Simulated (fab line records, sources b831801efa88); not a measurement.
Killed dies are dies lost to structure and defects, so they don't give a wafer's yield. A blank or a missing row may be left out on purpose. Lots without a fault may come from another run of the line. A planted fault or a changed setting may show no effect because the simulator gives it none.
Chamber matching | flow gf180mcu | GF_V2_CVD_02 on pecvd-01: 3 sister chambers
The step deposits SiO2 from TEOS, target thk 850 nm, time 94.851 s. 3 wafers are shown with their chamber, then 9 later ones without.

WAFERS WITH THEIR CHAMBER
wafer  | chamber | heater_power_w (W)
L086.5 | 0       | 719
L087.5 | 2       | 548
L087.6 | 1       | 697

WAFERS WITHOUT THEIR CHAMBER
wafer  | heater_power_w (W)
L088.1 | 676
L088.4 | 705
L088.6 | 575
L090.1 | 578
L090.2 | 633
L090.5 | 850
L097.1 | 634
L097.4 | 728
L097.6 | 784

WHICH CHAMBER EACH WENT THROUGH
wafer  | from the rows above          | in truth
L088.1 | can't be placed: 1 or 0 or 2 | 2
L088.4 | can't be placed: 1 or 0      | 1
L088.6 | can't be placed: 2 or 1 or 0 | 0
L090.1 | can't be placed: 2 or 1 or 0 | 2
L090.2 | can't be placed: 1 or 2 or 0 | 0
L090.5 | can't be placed: 0 or 1      | 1
L097.1 | can't be placed: 1 or 0 or 2 | 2
L097.4 | can't be placed: 0 or 1      | 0
L097.6 | can't be placed: 0 or 1      | 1
Placed correctly: 0 of 9. Can't be placed from these rows: 9 (the true chamber is among the candidates in 9). Placed wrongly: 0.
How it was worked out, from the rows above alone: a wafer's distance from a chamber is the root of the sum, over the readings, of the square of ((its reading less the chamber's mean) divided by the reading's scatter). The wafer belongs to the nearest chamber; if the next one is less than 2 further off, it can't be placed. A chamber's mean is the mean of its shown wafers. The scatter: with one shown wafer a chamber, the root of the mean of the squares of how far each hidden wafer lies from its nearest shown one.
